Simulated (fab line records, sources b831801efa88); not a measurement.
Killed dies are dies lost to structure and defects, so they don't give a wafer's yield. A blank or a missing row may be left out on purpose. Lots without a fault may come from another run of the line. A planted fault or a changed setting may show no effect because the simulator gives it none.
Problem report in the 8D (eight disciplines) form, filled by code | flow gf180mcu | the parts of the form that need people (team, actions taken, sign-off) are left out

1. THE PROBLEM
oes_product_au at GF_SAB_ETCH_11 reads a mean of 0.875 a.u. on 2 wafers of 2 lots; wafers without a fault read 1.003 a.u. with a standard deviation of 0.013. That is -9.9 standard deviations from the usual mean.
The step: etches SiO2 in C4F8/O2/Ar, target depth 55 nm, time 8.5 s.
First seen on wafer L841.4, day 20 01:32, on rie_diel-02. The record holds 16 wafers of 6 lots with a number at this step. Rule for "out", or "out of limits": more than 4 standard deviations from the usual mean. The other wafers with a number count as sound.

2. WHAT IT IS AND WHAT IT IS NOT
question                    | is                | is not
which readings at this step | oes_product_au    | -
which lots                  | L841, L843        | L836, L837, L849, L851
which wafers of those lots  | L841.4, L843.4    | L841.6, L843.2
read on which tools         | rie_diel-02       | rie_diel-03
when                        | from day 20 01:32 | up to then (7 sound wafers); but 7 sound wafers of L843, L849, L851 came after

3. SUSPECTS, AND WHAT RULES EACH OUT
Counting: a tool at a process step up to the reading stays a suspect if it ran every lot that is out. Sound lots after the first of them don't rule it out here, since some wafers of a struck lot are sound.
- rie_diel-02 at GF_SAB_ETCH_11 (etches SiO2 in C4F8/O2/Ar, target depth 55 nm, time 8.5 s): kept. It ran every lot that is out, first L841 (day 20 01:32); its last sound lot up to then is L837 (day 18 23:53). Its own readings are out on those wafers: oes_product_au.
- Within rie_diel-02 at GF_SAB_ETCH_11: the wafers that are out ran in chambers 2, 3; their sound lot-mates ran in chamber 0.
Left after counting: rie_diel-02 at GF_SAB_ETCH_11.

4. THE CAUSE (what the simulator had put in)
Process parameter drift: rie_diel-02, from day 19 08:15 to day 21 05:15, at GF_SAB_ETCH_11. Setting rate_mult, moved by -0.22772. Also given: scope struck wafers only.
Counting left only this tool.

5. THE CHAIN OF EFFECTS, in route order
Each row: a reading whose mean over the struck wafers that have a number lies more than 3 standard deviations from the usual. Only readings for which the record gives a usual standard deviation are gone through. hours: the time from each lot's start at the first step in this table that gives one to its start at this step, as a median over the lots. sigmas: the change in usual standard deviations.
hours | step           | reading        | usual      | on struck wafers | change | sigmas
0     | GF_SAB_ETCH_11 | oes_product_au | 1.003 a.u. | 0.875            | -0.128 | -9.9
The process steps in it:
- GF_SAB_ETCH_11: etches SiO2 in C4F8/O2/Ar, target depth 55 nm, time 8.5 s.

6. WHAT WOULD HAVE CAUGHT IT SOONER
In this record the first reading out of limits was taken at day 20 01:32, 17 hours after the fault began at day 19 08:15.
